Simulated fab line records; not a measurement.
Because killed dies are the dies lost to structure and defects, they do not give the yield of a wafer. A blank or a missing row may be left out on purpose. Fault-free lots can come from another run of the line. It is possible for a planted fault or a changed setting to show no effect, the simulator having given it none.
Shared-tool check    flow sfq line    16 lots, 48 wafers sampled

## THE REASON FOR OPENING IT
SFQ_I2_OVL_MEAS_918, reading I2_OVL: flagged on 4 of 16 lots. Fault-free wafers read -3 nm, with a standard deviation of 6.1.
Rule: flag the lot when none of its wafers has a number, or when each of its wafers that has one lies beyond 4 standard deviations from that mean. The other lots count as sound.

lot   measured      on          I2_OVL (nm), wafer by wafer  flag
L964  day 37 19:24  overlay-01  3 2 -2                       
L966  day 37 23:00  overlay-02  -10 -3 -5                    
L967  day 38 01:24  overlay-02  -2 1 -1                      
L968  day 38 03:49  overlay-02  2 -2 -2                      
L969  day 38 07:24  overlay-01  148 143 141                  FLAGGED
L970  day 38 08:37  overlay-02  150 158 149                  FLAGGED
L971  day 38 11:00  overlay-02  145 148 144                  FLAGGED
L972  day 38 13:24  overlay-02  151 148 149                  FLAGGED
L974  day 38 18:36  overlay-02  -10 -10 -12                  
L979  day 39 05:23  overlay-02  -1 -6 1                      
L980  day 39 06:35  overlay-02  -5 -8 -8                     
L981  day 39 07:47  overlay-02  -14 -15 -15                  
L982  day 39 08:59  overlay-02  -14 -18 -12                  
L983  day 39 11:23  overlay-02  1 4 3                        
L984  day 39 15:35  overlay-01  5 6 5                        
L987  day 44 23:23  overlay-02  -4 5 3                       
The numbers of the flagged lots are 148 nm on average: +151 nm against the usual, or +25 standard deviations.

## TOOL THAT RAN EACH LOT
2 process steps preceding the reading are held in the record, out of 325 steps in the route. In each cell: the tool, then ch and the chambers that the sampled wafers went through, then the start.
lot   flag     SFQ_TRILAYER_I1_VIA_BARC_OPEN_VIA_ETCH_071  SFQ_TRILAYER_I2_VIA_LITHO_EXPOSE_068
L964           rie diel-04 ch 0,1,2, day 24 21:13          krf scanner-02 ch 0, day 37 18:06
L966           rie diel-03 ch 0,1,2, day 25 00:49          krf scanner-02 ch 0, day 37 21:30
L967           rie diel-04 ch 2,3, day 25 03:13            krf scanner-02 ch 0, day 37 23:54
L968           rie diel-01 ch 0,1, day 25 04:25            krf scanner-02 ch 0, day 38 02:42
L969  FLAGGED  rie diel-03 ch 0,1,2, day 25 06:49          krf scanner-02 ch 0, day 38 05:54
L970  FLAGGED  rie diel-04 ch 1,2, day 25 09:13            krf scanner-02 ch 0, day 38 07:42
L971  FLAGGED  rie diel-01 ch 0,1, day 25 11:37            krf scanner-02 ch 0, day 38 09:42
L972  FLAGGED  rie diel-03 ch 2,3, day 25 12:49            krf scanner-02 ch 0, day 38 11:54
L974           rie diel-04 ch 2,3, day 25 18:49            krf scanner-01 ch 0, day 38 17:29
L979           rie diel-01 ch 2,3, day 26 16:33            krf scanner-01 ch 0, day 39 03:53
L980           rie diel-03 ch 0,1, day 26 20:09            krf scanner-01 ch 0, day 39 05:05
L981           rie diel-01 ch 0,1,3, day 26 21:21          krf scanner-01 ch 0, day 39 06:29
L982           rie diel-04 ch 0,2,3, day 26 23:18          krf scanner-01 ch 0, day 39 07:29
L983           rie diel-03 ch 0,2,3, day 27 00:30          krf scanner-01 ch 0, day 39 09:53
L984           rie diel-04 ch 0,2,3, day 27 01:42          krf scanner-01 ch 0, day 39 14:17
L987           rie diel-04 ch 0,3, day 40 14:34            krf scanner-01 ch 0, day 44 21:53
What these steps do:
- SFQ_TRILAYER_I1_VIA_BARC_OPEN_VIA_ETCH_071: etches BARC in O2, target depth 125 nm, time 41.7 s.
- SFQ_TRILAYER_I2_VIA_LITHO_EXPOSE_068: exposes mask I2, target cd 500 nm.
- SFQ_I2_OVL_MEAS_918

## FLAGGED AGAINST TOTAL, ONE TOOL AT A TIME (gauges that did the reading follow at the end)
step                                        tool            lots run  flagged  share of the flagged lots  sound lots run after its first flagged lot
SFQ_TRILAYER_I1_VIA_BARC_OPEN_VIA_ETCH_071  rie diel-01     4         1        some                       2 (L979,L981)
SFQ_TRILAYER_I1_VIA_BARC_OPEN_VIA_ETCH_071  rie diel-03     5         2        some                       2 (L980,L983)
SFQ_TRILAYER_I1_VIA_BARC_OPEN_VIA_ETCH_071  rie diel-04     7         1        some                       4 (L974,L982,L984,L987)
SFQ_TRILAYER_I2_VIA_LITHO_EXPOSE_068        krf scanner-01  8         0        none                       -
SFQ_TRILAYER_I2_VIA_LITHO_EXPOSE_068        krf scanner-02  8         4        all                        0
SFQ_I2_OVL_MEAS_918                         overlay-01      3         1        some                       1 (L984)
SFQ_I2_OVL_MEAS_918                         overlay-02      13        3        some                       7 (L974,L979,L980,L981,L982,L983,L987)

## WHAT IS ALLOWED BY THE TABLE
Rows of the table that ran each flagged lot: 1, that is krf scanner-02 at SFQ_TRILAYER_I2_VIA_LITHO_EXPOSE_068.
- krf scanner-02 at SFQ_TRILAYER_I2_VIA_LITHO_EXPOSE_068 ran 8 lots, 4 of them flagged. Its last sound lot is L968 (day 38 02:42), its first flagged lot L969 (day 38 05:54): a fault that began between those two fits.
Just one tool remains: krf scanner-02 at SFQ_TRILAYER_I2_VIA_LITHO_EXPOSE_068.

## WHAT THE SIMULATOR HAD PUT IN
Scanner matching overlay: krf scanner-02, from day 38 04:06 on, at SFQ_TRILAYER_I2_VIA_LITHO_EXPOSE_068. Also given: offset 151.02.
Shown lots that were struck: L969, L970, L971, L972. The rule above reached the same finding.
